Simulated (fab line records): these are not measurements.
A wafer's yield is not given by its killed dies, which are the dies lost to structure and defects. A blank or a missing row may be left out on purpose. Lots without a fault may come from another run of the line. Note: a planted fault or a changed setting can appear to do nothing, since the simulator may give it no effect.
The tool behind it: which one? | flow sky130 | 21 wafers sampled from 7 lots at 1 step of a route of 708

== WHAT EACH GAUGE READ, for each wafer ==
SKY_GATE_OXIDE_OVL_MEAS_10.
lot  | measured     | on         | GATE_OXIDE_OVL (nm)
L472 | day 14 14:38 | overlay-02 | 2.6 1.9 3.2
L475 | day 15 12:26 | overlay-01 | -0.7 -1.6 -2.0
L476 | day 15 22:46 | overlay-02 | 0.7 -1.8 1.6
L485 | day 19 12:13 | overlay-02 | -1.6 -1.1 -0.2
L487 | day 19 21:29 | overlay-02 | -0.6 -0.6 1.1
L490 | day 20 23:41 | overlay-01 | -0.9 2.5 0.4
L492 | day 21 14:32 | overlay-01 | 3.3 1.7 3.2

== EACH LOT AND THE TOOL THAT RAN IT (in order: tool; ch and the chambers of the sampled wafers; start) ==
The record holds no process step before these readings.

== THE ANSWER, worked out from the rows above alone ==
Rule: what is usual is taken from the lots themselves. Put in order of their means at a reading, lots are off if they are a third of the lots or fewer, leave a main group of 4 or more, and stand apart from it by a gap of 3 or more times the standard deviation of the main group's means; of several such gaps the widest counts. If all means in a main group match to the digits the tables above print for the reading, that group is not used. A lot without any number at a reading at which 4 lots or more have one is off too. Where the step has rows for the other lots, those lots are counted as sound.
No lot is off on any of the readings shown, so nothing can be concluded from this.

== WHAT WAS PUT IN BY THE SIMULATOR ==
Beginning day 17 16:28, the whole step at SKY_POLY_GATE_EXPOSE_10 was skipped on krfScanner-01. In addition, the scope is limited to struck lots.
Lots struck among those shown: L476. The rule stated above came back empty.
